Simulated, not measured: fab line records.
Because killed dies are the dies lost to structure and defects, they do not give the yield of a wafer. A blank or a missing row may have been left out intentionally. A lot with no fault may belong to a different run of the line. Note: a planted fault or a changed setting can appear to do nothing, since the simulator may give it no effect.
Struck lot and sound lot, side by side    flow sky130    43 steps out of a route of 708
Sound: wafers L261.4, L261.5, L261.6. Struck: wafer L273.5 (left out: L273.3, L273.6 of the same lot, which were not struck); the cause appears at the end.
Per side, at each step with rows, come the tool, then ch with its chambers, and then its first start. Under that, the readings that differ: sound wafers    struck wafers    difference of the means    sigmas: that difference in standard deviations of wafers without a fault.
alike: a reading whose means differ by less than 2 such deviations, as well as words and numbers matching on both sides. not compared: withheld readings; readings where some wafer has no value; bounds like >300 that might hide an equal value; numbers whose values overlap and for which the record gives no deviation.
The two part at a step that has a row with sigmas, a row that says differs or no value, or rows on one side only. Numbers that don't overlap but have no deviation are shown without sigmas and don't part them. A reading missing from all wafers of one side parts the sides only when that side holds two or more wafers.

first, 7 steps without rows for these wafers: SKY_METAL3_HMDS_06 (prime time 60 s); SKY_METAL3_COAT_07 (resist thk 60 nm); SKY_METAL3_COAT_08 (resist thk 1140 nm); SKY_METAL3_SOFTBAKE_09 (time 90 s); SKY_METAL3_EXPOSE_10 (exposes mask MM3, target cd 300 nm); SKY_METAL3_PEB_11; SKY_METAL3_DEVELOP_12 (develop time 60 s).
SKY_METAL3_CD_MEAS_13 targets a cd of 300 nm.
  sound on cd_sem-02 at day 41 01:44; struck on cd_sem-01 at day 43 14:56
reading     sound              struck  difference  sigmas
cd_nm (nm)  301.4 302.6 302.4  299.4   -2.7        -2
SKY_METAL3_OVL_MEAS_14:
  sound on overlay-01 at day 41 01:49; struck on overlay-02 at day 43 15:02
  alike: METAL3_OVL
then, 3 steps without rows for these wafers: SKY_METAL3_DESCUM_15 (chemistry O2, time 8 s); SKY_METAL3_ETCH_16 (etches BARC in N2/H2, stops on SiO2, time 88.2 s, target depth 60 nm); SKY_METAL3_ETCH_17 (etches SiO2 in C4F8/O2/Ar, stops on TiN, time 3.9 s, target depth 15 nm).
SKY_METAL3_METAL_ETCH_18: etches the open film in Cl2/BCl3, stops on SiO2, target depth 845 nm, time 183.1 s.
  sound on rie_metal-03 ch 0,1, day 41 02:02; struck on rie_metal-03 ch 1, day 43 15:23
  alike: drypump_motor_current_A, oes_product_au, rf_fwd_power_W, throttle_valve_pct
  not compared: rf_hours_counter_h
SKY_METAL3_STRIP_19: strips in O2/N2.
  sound on plasma_asher-03 ch 0,1, day 41 02:12; struck on plasma_asher-03 ch 0, day 43 15:32
  alike: drypump_motor_current_A, oes_product_au, strip_time_to_endpoint_s
  not compared: rf_hours_counter_h
then, 4 steps without rows for these wafers: SKY_METAL3_STRIP_20 (strips in post etch residue remover, time 1200 s); SKY_METAL3_CLEAN_21 (cleans in IPA, time 180 s); SKY_METAL3_CLEAN_22 (cleans in O3/DIW); SKY_VIA3_HDPCVD_00 (deposits SiO2, target thk 1635 nm, time 272.5 s).
SKY_VIA3_THK_MEAS_01:
  sound on film_metro-03 at day 41 02:58; struck on film_metro-01 at day 43 16:17
  alike: VIA3_HDPCVD_THK
SKY_VIA3_CMP_02: polishes SiO2.
  sound on cmp-01 ch 0,1,2, day 41 03:09; struck on cmp-02 ch 1, day 43 16:37
  alike: motor_current_A, slurry_flow_ml_min
SKY_VIA3_BOW_MEAS_03:
  sound on film_metro-01 at day 41 03:22; struck on film_metro-02 at day 43 16:55
  alike: VIA3_BOW
then, 8 steps without rows for these wafers: SKY_VIA3_DEHYDRATE_04 (time 60 s); SKY_VIA3_HMDS_05 (prime time 60 s); SKY_VIA3_COAT_06 (resist thk 60 nm); SKY_VIA3_COAT_07 (resist thk 450 nm); SKY_VIA3_SOFTBAKE_08 (time 90 s); SKY_VIA3_EXPOSE_09 (exposes mask VIM3, target cd 200 nm); SKY_VIA3_PEB_10; SKY_VIA3_DEVELOP_11 (develop time 60 s).
SKY_VIA3_CD_MEAS_12 targets a cd of 200 nm.
  sound on cd_sem-02 at day 42 02:44; struck on cd_sem-02 at day 44 15:28
  alike: cd_nm
SKY_VIA3_OVL_MEAS_13:
  sound on overlay-01 at day 42 02:49; struck on overlay-02 at day 44 15:34
  alike: VIA3_OVL
then, 1 step without rows for these wafers: SKY_VIA3_ETCH_14 (etches BARC in N2/H2, stops on SiO2, time 45.9 s, target depth 60 nm).
SKY_VIA3_ETCH_15: etches SiO2 in C4F8/O2/Ar, stops on TiN, target depth 507 nm, time 78 s.
  sound on rie_diel-04 ch 2,3, day 42 02:53; struck on rie_diel-03 ch 0, day 44 15:38
  alike: oes_product_au, rf_fwd_power_W
  not compared: rf_hours_counter_h
SKY_VIA3_STRIP_16: strips in O2/N2.
  sound on plasma_asher-04 ch 0,1, day 42 02:58; struck on plasma_asher-01 ch 0, day 44 15:43
reading                       sound              struck  difference  sigmas
strip_time_to_endpoint_s (s)  4.125 4.089 4.081  4.159   +0.061      +3
  alike: drypump_motor_current_A, oes_product_au
  not compared: rf_hours_counter_h
then, 4 steps without rows for these wafers: SKY_VIA3_STRIP_17 (strips in post etch residue remover, time 1200 s); SKY_VIA3_CLEAN_18 (cleans in IPA, time 180 s); SKY_VIA3_CLEAN_19 (cleans in O3/DIW); SKY_VIA3_SPUTTER_20 (material TiN, target thk 20 nm, time 80 s).
SKY_VIA3_CVD_21: deposits W, target thk 390 nm, time 117.31 s.
  sound on cvd_w-01 ch 0,1, day 42 03:38; struck on cvd_w-02 ch 1, day 44 16:23
reading             sound        struck  difference  sigmas
heater_power_w (W)  645 647 764  890     +205        +2
  alike: susceptor_temp_C
SKY_VIA3_RS_MEAS_22: uses a four-point probe to measure.
  sound on film_metro-03 at day 42 03:46; struck on film_metro-03 at day 44 16:31
  alike: VIA3_W_RS
SKY_VIA3_THK_MEAS_23: measures by xrf.
  sound on film_metro-03 at day 42 03:52; struck on film_metro-03 at day 44 16:37
  alike: VIA3_W_THK
then, 1 step without rows for these wafers: SKY_VIA3_CMP_24 (polishes, stops on SiO2, t overpolish 20 s, target thk 0 nm).
-- the record jumps here: 5 days lie between the struck wafers' starts before and after (it left off in module VIA3 and takes up again in module PAD_OPEN, whose first step shown is number 708 of the route) --
SKY_PAD_OPEN_PROBE_99:
  sound on prober-02 at day 47 22:58; struck on prober-01 at day 49 22:36
reading                                sound             struck  difference  sigmas
defect_limited_yield (%)               79.7 83.1 81.3    72.8    -8.6        -5
killed_at_M0_to_M3                     43 37 43          89      +48         +7
killed_dies                            100 83 92         134     +42         +4
killed_open                            54 48 59          39      -15         -2
sort_bin_3_pad_short (%)               1.2 0.8 1.6       4.1     +2.9        +7
sort_bin_5_function (%)                12.2 8.7 10.8     15.2    +4.6        +3
sort_n_pass                            392 409 400       358     -42         -4
sort_yield_pct (%)                     79.7 83.1 81.3    72.8    -8.6        -5
model.etest.tester.sort_n_pass         392 409 400       358     -42         
model.etest.tester.sort_yield_pct (%)  79.67 83.13 81.3  72.76   -8.61       
model.etest.tester.sort_bin_5_pct (%)  12.2 8.74 10.77   15.24   +4.67       
model.etest.tester.sort_bin_3_pct (%)  1.22 0.813 1.626  4.065   +2.845      
  alike: killed_at_M4_up, killed_at_contacts, killed_at_front_end, killed_at_other, killed_short, sort_bin_6_memory

== WHERE THEY PART ==
At SKY_METAL3_CD_MEAS_13 first; at SKY_PAD_OPEN_PROBE_99 last (within this record only).

WHY: whatever the simulator had introduced
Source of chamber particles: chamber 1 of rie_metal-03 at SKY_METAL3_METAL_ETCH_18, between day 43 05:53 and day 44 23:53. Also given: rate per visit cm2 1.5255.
